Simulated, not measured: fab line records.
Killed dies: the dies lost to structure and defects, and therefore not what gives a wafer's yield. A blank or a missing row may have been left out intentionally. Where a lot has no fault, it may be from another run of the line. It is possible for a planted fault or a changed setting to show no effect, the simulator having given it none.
One fault seen from 2 desks    flow sky130    every desk sees just its own numbers, and what lay behind them comes last

TOOL OWNER'S DESK, rtp anneal-01
The tool's own readings at SKY_SD_N_RTA_14 (time 2 s): means of the sampled wafers that have a number, for each lot that ran on this tool. The brackets show how far a lot's mean lies from the usual mean; more than 4 standard deviations puts the lot out of limits, marked OUT.
Columns: A = lamp power pct at SKY_SD_N_RTA_14, usual 15.73 %; B = ramp down c per s at SKY_SD_N_RTA_14, usual 90.000; C = wafer_temp_C_max at SKY_SD_N_RTA_14, usual 1078.0
lot   first seen here  A      B       C
L588  day 28 09:12     15.69  90.000  1077.9
L590  day 29 14:14     15.70  89.995  1078.2
L596  day 31 19:26     15.73  89.991  1078.1
L598  day 32 10:56     15.74  90.011  1077.7
L604  day 34 05:50     15.79  90.001  1083.9 (+5.4) OUT
L606  day 34 15:22     15.76  90.002  1082.9 (+4.5) OUT
This desk's verdict: out of limits on L604, L606, starting with L604 at day 34 05:50 (wafer_temp_C_max at SKY_SD_N_RTA_14). L588, L590, L596, L598: within limits.

FROM THE METROLOGY DESK
What the gauges read for every lot (on any tool): the sampled wafers with a number, averaged. The brackets show how far a lot's mean lies from the usual mean; more than 4 standard deviations puts the lot out of limits, marked OUT.
Columns: A = RES_XHIGH_TW at SKY_RES_XHIGH_TW_MEAS_09, usual 1646; B = cd nm at SKY_SD_N_CD_MEAS_07, usual 379.7 nm; C = SD_N_RS at SKY_SD_N_RS_MEAS_16, usual 68.54 ohm/sq; D = SD_P_RS at SKY_SD_N_RS_MEAS_17, usual 147.0 ohm/sq
lot   first seen here  A     B      C                 D
L587  day 26 22:44     1642  376.4  68.58             147.1
L588  day 27 03:13     1635  376.8  68.79             147.5
L589  day 27 15:50     1657  376.4  68.41             146.9
L590  day 28 08:49     1651  383.4  68.62             147.6
L595  day 30 07:43     1663  380.9  68.47             146.8
L596  day 30 13:46     1658  379.6  68.56             147.2
L597  day 30 14:59     1635  378.1  68.36             146.6
L598  day 31 06:16     1626  380.9  68.46             146.9
L604  day 33 02:50     1654  374.4  67.54 (-7.7) OUT  142.2 (-12) OUT
L606  day 33 12:40     1632  380.4  67.66 (-6.8) OUT  142.6 (-11) OUT
L607  day 33 20:51     1635  377.2  68.45             146.5
L609  day 34 13:10     1644  379.8  68.80             147.4
This desk's result: L604, L606 out of limits, first on L604 (SD_N_RS at SKY_SD_N_RS_MEAS_16), day 34 06:01. L587, L588, L589, L590, L595, L596, L597, L598, L607, L609: within limits.

ALL TOGETHER
The tool owner's desk had the chance to raise an alarm at day 34 05:50 on L604, L606.
An alarm was possible from the metrology desk at day 34 06:01, on L604, L606.
All the named lots went through SKY_SD_N_RTA_14 on rtp anneal-01.

WHAT HAD BEEN PUT IN BY THE SIMULATOR
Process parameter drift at SKY_SD_N_RTA_14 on rtp anneal-01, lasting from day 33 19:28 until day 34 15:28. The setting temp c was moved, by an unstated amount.
Shown lots that were struck: L604, L606.
Time in hours from fault onset to the first out-of-limits reading at each desk: tool owner's desk 10, metrology desk 11.
